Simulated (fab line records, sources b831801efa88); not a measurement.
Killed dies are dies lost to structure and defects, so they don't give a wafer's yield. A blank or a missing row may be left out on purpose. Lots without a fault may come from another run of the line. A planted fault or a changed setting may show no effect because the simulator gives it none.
Chamber matching | flow gf180mcu | GF_SAB_ETCH_11 on rie_diel-04: 4 sister chambers
The step etches SiO2 in C4F8/O2/Ar, target depth 55 nm, time 8.5 s. 8 wafers are shown with their chamber, then 7 later ones without.

WAFERS WITH THEIR CHAMBER
wafer  | chamber | oes_product_au (a.u.) | rf_fwd_power_W (W)
L905.6 | 0       | 0.996                 | 1465
L907.1 | 3       | 0.984                 | 1462
L907.5 | 2       | 1.006                 | 1471
L910.3 | 3       | 0.993                 | 1465
L910.5 | 0       | 1.002                 | 1466
L910.6 | 1       | 0.986                 | 1474
L918.2 | 1       | 0.987                 | 1482
L918.3 | 2       | 0.995                 | 1469

WAFERS WITHOUT THEIR CHAMBER
wafer  | oes_product_au (a.u.) | rf_fwd_power_W (W)
L918.4 | 0.991                 | 1476
L919.2 | 0.993                 | 1477
L919.3 | 0.998                 | 1470
L919.5 | 0.990                 | 1477
L921.1 | 0.999                 | 1475
L921.2 | 0.977                 | 1457
L921.4 | 0.988                 | 1462

WHICH CHAMBER EACH WENT THROUGH
wafer  | from the rows above          | in truth
L918.4 | can't be placed: 1 or 2      | 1
L919.2 | can't be placed: 1 or 2      | 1
L919.3 | can't be placed: 2 or 0      | 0
L919.5 | 1                            | 1
L921.1 | can't be placed: 2 or 1 or 0 | 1
L921.2 | can't be placed: 3 or 0      | 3
L921.4 | can't be placed: 3 or 0      | 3
Placed correctly: 1 of 7. Can't be placed from these rows: 6 (the true chamber is among the candidates in 6). Placed wrongly: 0.
How it was worked out, from the rows above alone: a wafer's distance from a chamber is the root of the sum, over the readings, of the square of ((its reading less the chamber's mean) divided by the reading's scatter). The wafer belongs to the nearest chamber; if the next one is less than 2 further off, it can't be placed. A chamber's mean is the mean of its shown wafers. The scatter: the root of (the sum of the squares of (reading less its chamber's mean) over the shown wafers, divided by (wafers less chambers)).
